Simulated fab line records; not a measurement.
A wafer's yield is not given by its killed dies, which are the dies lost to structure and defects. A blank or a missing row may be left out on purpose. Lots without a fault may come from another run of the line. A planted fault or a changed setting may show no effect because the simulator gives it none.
fab line records	flow sky130
[record] lots = 5	wafers = 15	lastDay = 50
route steps=708 shown VIA2@527 METAL3@532 CAPM@537
lots that met no fault: from a run of the same line without faults
startH: hours from the record's opening day to when the first of the lot's shown wafers began	waitH: time in hours since the lot's previous step	" repeats the value in the row above	L1.1+2: several wafers, shown together as one row	- no value, or no start was given	* or withheld: withheld	< > ~ a bound
route shown NAME@n: NAME is a module with steps in the file, n the number in the route of the first one	usual: mean/standard deviation of fault-free wafers	same: alike in all rows	chamber/n: place in a boat	sites: per-site readings	_std_site: their standard deviation	_edge_site: outer sites' mean less inner sites'	radiusMm: how far each site lies from the wafer's centre	mask NAME#n: copy n	behind: the last tool/chamber to shape the wafer	hold: why the lot was held/for how many hours/how that ended	device: whichever transistor did not switch (one of n, p or np)	end of line: at the end of the route, the tests of the same wafers	a step without rows: its recipe alone	killed: count of dies lost to structure and defects at first sort (not the wafer's yield)	map: shows each die of a wafer: x if killed, . if not, _ if none is there
set.NAME: the setting as run; set.NAME@STEP: as run at that earlier step	model.NAME: the simulator's own value behind a step, which no gauge read
lots seen at some steps along the route; tables by step, rows by wafer
services: from which hour (startH, from the record's first day; less than 0 if before it) a tool's chamber was out of use, for how many hours, and why
[[steps]]
[step SKY_VIA2_SPUTTER_20]
[recipe] material = TiN	targetThkNm = 20	chamberPressurePa = 5	powerW = 4000	timeS = 80
[step SKY_VIA2_CVD_21]
[recipe] material = W	targetThkNm = 420	timeS = 126.4	tempC = 400	pressureTorr = 40
[usual] chamberPressureTorr = 40.01/0.093	heaterPowerOuterW = 509/33	heaterPowerW = 826/44
lot.wafer	tool	chamber	startH	waitH	chamberPressureTorr	heaterPowerOuterW	heaterPowerW
L883.2	cvdW-01	1	852.00	0.0	39.94	540	863
L883.3	"	0	"	"	40.03	449	757
L883.6	"	0	"	"	40.10	461	777
L888.1	cvdW-02	1	892.15	0.0	39.99	518	821
L888.5	"	0	"	"	40.04	552	913
L888.6	"	1	"	"	39.99	515	872
L895.2	cvdW-02	1	943.78	0.0	40.12	502	832
L895.4	"	1	"	"	40.09	522	808
L895.6	"	1	"	"	40.05	521	838
L903.1	cvdW-01	0	999.56	0.0	40.14	460	763
L903.3	"	1	"	"	39.90	549	913
L903.6	"	1	"	"	39.84	540	891
L904.1	cvdW-02	0	1000.71	0.0	40.10	499	824
L904.3	"	0	"	"	39.87	502	780
L904.6	"	0	"	"	40.14	515	781
[step SKY_VIA2_RS_MEAS_22]
[recipe] thkMeasGauge = four-point-probe	reads = W_of_VIA2_CVD_21+TiN_of_VIA2_SPUTTER_20
[usual] VIA2_W_RS = 0.273/0.0033
lot.wafer	tool	chamber	startH	waitH	VIA2_W_RS[ohm/sq]
L883.2	filmMetro-04	-	852.15	0.1	0.264
L883.3	"	-	"	"	0.272
L883.6	"	-	"	"	0.274
L888.1	filmMetro-04	-	892.28	0.1	0.273
L888.5	"	-	"	"	0.276
L888.6	"	-	"	"	0.274
L895.2	filmMetro-01	-	943.93	0.1	0.271
L895.4	"	-	"	"	0.271
L895.6	"	-	"	"	0.279
L903.1	filmMetro-01	-	999.69	0.1	0.277
L903.3	"	-	"	"	0.270
L903.6	"	-	"	"	0.272
L904.1	filmMetro-02	-	1000.97	0.2	0.270
L904.3	"	-	"	"	0.271
L904.6	"	-	"	"	0.274
[step SKY_VIA2_THK_MEAS_23]
[recipe] thkMeasGauge = xrf	reads = W_of_VIA2_CVD_21
[usual] VIA2_W_THK = 418/8.1
lot.wafer	tool	chamber	startH	waitH	VIA2_W_THK[nm]
L883.2	filmMetro-04	-	852.26	0.1	441
L883.3	"	-	"	"	430
L883.6	"	-	"	"	421
L888.1	filmMetro-04	-	892.40	0.1	421
L888.5	"	-	"	"	417
L888.6	"	-	"	"	423
L895.2	filmMetro-01	-	944.04	0.1	421
L895.4	"	-	"	"	417
L895.6	"	-	"	"	409
L903.1	filmMetro-01	-	999.81	0.1	404
L903.3	"	-	"	"	411
L903.6	"	-	"	"	410
L904.1	filmMetro-02	-	1001.09	0.1	421
L904.3	"	-	"	"	423
L904.6	"	-	"	"	419
[step SKY_VIA2_CMP_24]
[recipe] stopOn = SiO2	tOverpolishS = 20	downForcePsi = 3.5	platenRpm = 60	targetThkNm = 0	padVelocityMS = 0.94248
[usual] motorCurrentA = 11.0/0.86	overpolishRunS = 20.000/0.0089	timeToEndpointS = 106/4.4
lot.wafer	tool	chamber	startH	waitH	motorCurrentA	overpolishRunS	timeToEndpointS
L883.3	cmp-01	3	852.36	0.1	10.1	20.000	102
L883.2	"	1	"	"	12.2	20.000	114
L883.6	"	3	"	"	9.7	19.999	100
L888.1	cmp-01	3	892.46	0.1	9.9	19.991	110
L888.5	"	3	"	"	10.1	19.997	104
L888.6	"	0	"	"	11.4	19.990	103
L895.2	cmp-02	0	944.09	0.0	9.8	19.993	108
L895.4	"	2	"	"	11.2	19.993	105
L895.6	"	1	"	"	10.8	20.005	96
L903.1	cmp-02	2	999.92	0.1	10.7	20.007	105
L903.3	"	3	"	"	10.8	20.005	106
L903.6	"	2	"	"	11.3	19.992	104
L904.1	cmp-02	3	1001.20	0.1	10.8	19.994	108
L904.3	"	0	"	"	9.6	19.996	109
L904.6	"	3	"	"	10.5	20.005	110
[step SKY_METAL3_SPUTTER_00]
[recipe] material = Ti	targetThkNm = 15	powerW = 3000	timeS = 10	chamberPressurePa = 0.4
[usual] throttleValvePct = 30.0/1.1
lot.wafer	tool	chamber	startH	waitH	throttleValvePct
L883.2	pvdSputter-02	-	852.61	0.1	29.5
L883.3	"	-	"	"	27.9
L883.6	"	-	"	"	27.7
L888.1	pvdSputter-02	-	892.76	0.2	29.5
L888.5	"	-	"	"	29.9
L888.6	"	-	"	"	27.5
L895.2	pvdSputter-03	-	944.39	0.2	29.7
L895.4	"	-	"	"	30.9
L895.6	"	-	"	"	30.8
L903.1	pvdSputter-01	-	1000.17	0.2	31.6
L903.3	"	-	"	"	29.9
L903.6	"	-	"	"	31.4
L904.1	pvdSputter-02	-	1001.45	0.2	28.5
L904.3	"	-	"	"	27.3
L904.6	"	-	"	"	29.8
[step SKY_METAL3_SPUTTER_01]
[recipe] material = TiN	targetThkNm = 20	powerW = 6500	timeS = 16.7	chamberPressurePa = 0.4
[step SKY_METAL3_SPUTTER_02]
[recipe] material = AlCu	targetThkNm = 735	powerW = 10600	timeS = 39.1	chamberPressurePa = 0.4
[step SKY_METAL3_SPUTTER_03]
[recipe] material = Ti	targetThkNm = 5	powerW = 3000	timeS = 3.3	chamberPressurePa = 0.4
[usual] throttleValvePct = 30.0/1.1
lot.wafer	tool	chamber	startH	waitH	throttleValvePct
L883.2	pvdSputter-02	-	852.70	0.0	29.5
L883.3	"	-	"	"	28.3
L883.6	"	-	"	"	27.3
L888.1	pvdSputter-02	-	892.85	0.0	29.7
L888.5	"	-	"	"	29.6
L888.6	"	-	"	"	27.2
L895.2	pvdSputter-03	-	944.48	0.0	29.9
L895.4	"	-	"	"	31.1
L895.6	"	-	"	"	30.9
L903.1	pvdSputter-01	-	1000.26	0.0	31.4
L903.3	"	-	"	"	29.8
L903.6	"	-	"	"	31.6
L904.1	pvdSputter-02	-	1001.54	0.0	28.3
L904.3	"	-	"	"	27.6
L904.6	"	-	"	"	29.8
[step SKY_METAL3_SPUTTER_04]
[recipe] material = TiN	targetThkNm = 70	powerW = 6500	timeS = 58.3	chamberPressurePa = 0.4
[step SKY_CAPM_CVD_00]
[recipe] material = SiO2	targetThkNm = 15.5	tempC = 400	timeS = withheld	rfW = 450
[step SKY_CAPM_THK_MEAS_01]
[recipe] reads = SiO2_of_CAPM_CVD_00
[usual] CAPM_CVD_00_THK = 15.5/0.31
lot.wafer	tool	chamber	startH	waitH	CAPM_CVD_00_THK[nm]
L883.2	filmMetro-03	-	852.80	-	15.3
L883.3	"	-	"	"	15.2
L883.6	"	-	"	"	15.6
L888.1	filmMetro-02	-	892.95	-	15.4
L888.5	"	-	"	"	15.6
L888.6	"	-	"	"	16.3
L895.2	filmMetro-04	-	944.58	-	15.2
L895.4	"	-	"	"	15.3
L895.6	"	-	"	"	15.3
L903.1	filmMetro-03	-	1000.34	-	15.0
L903.3	"	-	"	"	14.7
L903.6	"	-	"	"	15.0
L904.1	filmMetro-04	-	1001.62	-	15.6
L904.3	"	-	"	"	15.2
L904.6	"	-	"	"	15.9
[step SKY_CAPM_SPUTTER_02]
[recipe] material = TiN	targetThkNm = 200	tempC = 300	powerW = 6500	timeS = 166.7	chamberPressurePa = 0.4
[usual] throttleValvePct = 29.7/1.1
lot.wafer	tool	chamber	startH	waitH	throttleValvePct	model.TiN_of_CAPM_SPUTTER_02.thkNm
L883.2	pvdSputter-01	-	852.85	0.0	30.8	201.8
L883.3	"	-	"	"	30.0	201.7
L883.6	"	-	"	"	30.4	200.4
L888.1	pvdSputter-04	-	893.01	0.1	30.4	199.7
L888.5	"	-	"	"	28.4	198.3
L888.6	"	-	"	"	29.8	220
L895.2	pvdSputter-02	-	944.63	0.0	27.5	200
L895.4	"	-	"	"	28.2	203.4
L895.6	"	-	"	"	27.6	202
L903.1	pvdSputter-04	-	1000.40	0.1	29.8	205.6
L903.3	"	-	"	"	30.5	201.2
L903.6	"	-	"	"	29.6	205.1
L904.1	pvdSputter-01	-	1001.68	0.1	31.5	199.8
L904.3	"	-	"	"	29.9	200.1
L904.6	"	-	"	"	30.0	199.5
[step SKY_CAPM_RS_MEAS_03]
[recipe] thkMeasGauge = four-point-probe	reads = TiN_of_CAPM_SPUTTER_02
[usual] CAPM_TIN_RS = 6.91/0.11
lot.wafer	tool	chamber	startH	waitH	hold	CAPM_TIN_RS[ohm/sq]
L883.2	filmMetro-04	-	852.97	0.1	-	6.86
L883.3	"	-	"	"	-	6.85
L883.6	"	-	"	"	-	6.90
L888.1	filmMetro-02	-	893.12	0.1	awaitDispo/0.2h/release	6.92
L888.5	"	-	"	"	awaitDispo/0.2h/release	6.96
L888.6	"	-	"	"	awaitDispo/0.2h/release	6.26
L888.1	filmMetro-02	-	893.41	0.3	-	6.91
L888.5	"	-	"	"	-	6.96
L888.6	"	-	"	"	-	6.25
L895.2	filmMetro-03	-	944.76	0.1	-	6.90
L895.4	"	-	"	"	-	6.77
L895.6	"	-	"	"	-	6.84
L903.1	filmMetro-03	-	1000.51	0.1	-	6.73
L903.3	"	-	"	"	-	6.87
L903.6	"	-	"	"	-	6.73
L904.1	filmMetro-02	-	1001.79	0.1	-	6.92
L904.3	"	-	"	"	-	6.89
L904.6	"	-	"	"	-	6.91
[step SKY_CAPM_THK_MEAS_04]
[recipe] thkMeasGauge = xrf	reads = TiN_of_CAPM_SPUTTER_02
[usual] CAPM_TIN_THK = 199/3.2
lot.wafer	tool	chamber	startH	waitH	hold	CAPM_TIN_THK[nm]
L883.2	filmMetro-04	-	853.08	0.1	-	202
L883.3	"	-	"	"	-	202
L883.6	"	-	"	"	-	201
L888.1	filmMetro-02	-	895.82	2.4	awaitDispo/0.2h/release	198
L888.5	"	-	"	"	awaitDispo/0.2h/release	196
L888.6	"	-	"	"	awaitDispo/0.2h/release	218
L888.1	filmMetro-02	-	896.04	0.2	-	198
L888.5	"	-	"	"	-	196
L888.6	"	-	"	"	-	218
L895.2	filmMetro-03	-	944.87	0.1	-	199
L895.4	"	-	"	"	-	202
L895.6	"	-	"	"	-	202
L903.1	filmMetro-03	-	1000.63	0.1	-	204
L903.3	"	-	"	"	-	200
L903.6	"	-	"	"	-	205
L904.1	filmMetro-02	-	1001.91	0.1	-	197
L904.3	"	-	"	"	-	198
L904.6	"	-	"	"	-	198
[step SKY_CAPM_HMDS_06]
[recipe] primeTimeS = 60	primeTempC = 120
[step SKY_CAPM_COAT_07]
[recipe] resist = NOVOLAK	spinRpm = 3000	resistThkNm = 1140
[step SKY_CAPM_SOFTBAKE_08]
[recipe] tempC = 90	timeS = 60	resist = NOVOLAK
[step SKY_CAPM_EXPOSE_09]
[recipe] maskId = CAPM	na = 0.6	sourceShape = conventional	sigmaOuter = 0.6	polarization = unpolarized	targetCdNm = 1000	doseMj = 159
[step SKY_CAPM_PEB_10]
[recipe] tempC = withheld	timeS = *	resist = NOVOLAK
[step SKY_CAPM_DEVELOP_11]
[recipe] resist = NOVOLAK	developer = TMAH	developTimeS = 60	devTempC = 23
[step SKY_CAPM_OVL_MEAS_12]
[usual] CAPM_OVL = -0.9/1.6
lot.wafer	tool	chamber	startH	waitH	CAPM_OVL[nm]
L883.2	overlay-01	-	878.41	0.1	-0.8
L883.3	"	-	"	"	-0.4
L883.6	"	-	"	"	-0.9
L888.1	overlay-02	-	918.04	0.1	0.8
L888.5	"	-	"	"	-0.6
L888.6	"	-	"	"	0.0
L895.2	overlay-02	-	968.81	0.1	-2.4
L895.4	"	-	"	"	-2.3
L895.6	"	-	"	"	-3.7
L903.1	overlay-02	-	1024.04	0.1	0.1
L903.3	"	-	"	"	-0.4
L903.6	"	-	"	"	1.6
L904.1	overlay-01	-	1024.75	0.1	1.0
L904.3	"	-	"	"	0.8
L904.6	"	-	"	"	1.6
[step SKY_CAPM_METAL_ETCH_13]
[recipe] targetDepthNm = 220	stopOn = SiO2	chemistry = Cl2/BCl3	target = TiN	pressureMtorr = 10	icpW = 900	biasW = 48.5	Cl2_flow_sccm = 60	bcl3FlowSccm = 30	timeS = 62.9
[usual] drypumpMotorCurrentA = 5.9/0.41	heBacksideLeakSccm = 3.36/0.27	oesProductAu = 0.940/0.0097	throttleValvePct = 21.903/0.01
lot.wafer	tool	chamber	startH	waitH	drypumpMotorCurrentA	heBacksideLeakSccm	oesProductAu	rfHoursCounterH	throttleValvePct
L883.2	rieMetal-02	0	878.44	0.0	5.8	3.48	0.955	14	21.900
L883.3	"	0	"	"	5.8	3.29	0.938	-	21.911
L883.6	"	1	"	"	6.0	3.20	0.938	-	21.891
L888.1	rieMetal-01	1	918.07	0.0	5.4	3.52	0.945	4	21.909
L888.5	"	1	"	"	5.4	3.72	0.934	-	21.907
L888.6	"	0	"	"	5.4	3.33	0.968	-	21.877
L895.2	rieMetal-04	0	968.84	0.0	6.7	3.35	0.943	3	21.906
L895.4	"	0	"	"	6.7	3.30	0.947	-	21.915
L895.6	"	0	"	"	6.7	3.47	0.947	-	21.896
L903.1	rieMetal-02	0	1024.07	0.0	5.9	3.17	0.955	2	21.880
L903.3	"	1	"	"	6.0	3.13	0.944	-	21.894
L903.6	"	0	"	"	5.9	3.46	0.954	-	21.906
L904.1	rieMetal-01	1	1024.78	0.0	5.5	3.35	0.944	9	21.894
L904.3	"	0	"	"	5.4	3.25	0.934	-	21.907
L904.6	"	0	"	"	5.4	3.30	0.940	-	21.906
[step SKY_CAPM_STRIP_14]
[recipe] chemistry = O2/N2	powerW = 1400	pressureMtorr = 1500	platenTempC = withheld	o2FlowSccm = 3000	n2FlowSccm = 300	overashFraction = 0.5
[step SKY_CAPM_STRIP_15]
[recipe] chemistry = postEtchResidueRemover	timeS = 1200	tempC = 72.5
lot.wafer	tool	chamber	startH	waitH	model.TiN_of_CAPM_SPUTTER_02.thkNm
L883.2	wetBench-04	2	878.62	0.1	201.4
L883.3	"	2	"	"	201.3
L883.6	"	2	"	"	200
L888.1	wetBench-04	3	918.25	0.1	199.3
L888.5	"	3	"	"	197.9
L888.6	"	3	"	"	219.6
L895.2	wetBench-04	3	969.02	0.1	199.6
L895.4	"	3	"	"	203
L895.6	"	3	"	"	201.6
L903.1	wetBench-02	2	1024.25	0.1	205.2
L903.3	"	2	"	"	200.8
L903.6	"	2	"	"	204.7
L904.1	wetBench-03	3	1024.96	0.1	199.4
L904.3	"	3	"	"	199.6
L904.6	"	3	"	"	199.1
[step SKY_CAPM_CLEAN_16]
[recipe] chemistry = IPA	timeS = 180	tempC = 25
[[services]]
tool	chamber	startH	hours	kind
pvdSputter-01	-	863.33	0.8	repair
cvdW-02	1	865.42	2.9	repair
rieMetal-04	-	874.29	0.3	repair
cmp-02	-	875.67	2.1	repair
cvdW-01	1	888.85	3.1	repair
rieMetal-04	-	896.08	1.0	repair
cvdW-02	-	904.00	14.0	pm
cvdW-02	0	904.00	14.0	ventCycle
cvdW-02	1	904.00	14.0	ventCycle
cmp-01	-	912.15	4.0	pm
cvdW-02	0	918.00	-	clean
cmp-01	-	929.78	1.9	repair
cmp-02	-	933.75	6.9	pm
cmp-01	-	941.95	0.9	repair
cmp-02	-	951.22	1.3	repair
cmp-01	-	952.18	0.5	repair
rieMetal-04	-	954.57	1.4	pm
cvdW-02	-	967.57	17.9	repair
wetBench-04	-	977.28	1.7	repair
cmp-02	-	983.91	6.3	repair
pvdSputter-01	-	991.89	2.2	repair
cvdW-02	1	996.18	4.7	repair
cmp-01	-	996.53	0.6	repair
cmp-01	-	1008.26	9.0	pm
[[key]]
[firstSign] step = SKY_CAPM_RS_MEAS_03	reading = visit	direction = added
[effect] step = SKY_CAPM_RS_MEAS_03	reading = CAPM_TIN_RS	direction = down	sigmas = 5.8	usual = 6.91	struck = 6.26
[effect] step = SKY_CAPM_THK_MEAS_04	reading = visit	direction = added
[effect] step = SKY_CAPM_THK_MEAS_04	reading = CAPM_TIN_THK	direction = up	sigmas = 5.9	usual = 199	struck = 218
[modelEffect] step = SKY_CAPM_SPUTTER_02	value = TiN_of_CAPM_SPUTTER_02.thkNm	without = 203.1	struck = 220
[modelEffect] step = SKY_CAPM_STRIP_15	value = TiN_of_CAPM_SPUTTER_02.thkNm	without = 202.6	struck = 219.6
metAt SKY_CAPM_SPUTTER_02
struckWafers L888.6
laterRowsLeftOut L888.6
sortLeftOut L888.6
[fault] kind = processParameterDrift	tool = pvdSputter-04	chamber = -	onsetH = 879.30	steps = SKY_CAPM_SPUTTER_02	channel = targetThkNm	offset = 16.978	shape = step	endH = 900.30	actsIn = theseRecipesOnly	stated = 200	scope = struckWafersOnly
// sortLeftOut: the simulated sort isn't trusted on such a fault, so these wafers' sort isn't shown, and their yield isn't known
// laterRowsLeftOut: the simulator's readings of these wafers behind a module that went badly wrong aren't trusted and aren't shown, but for the sort
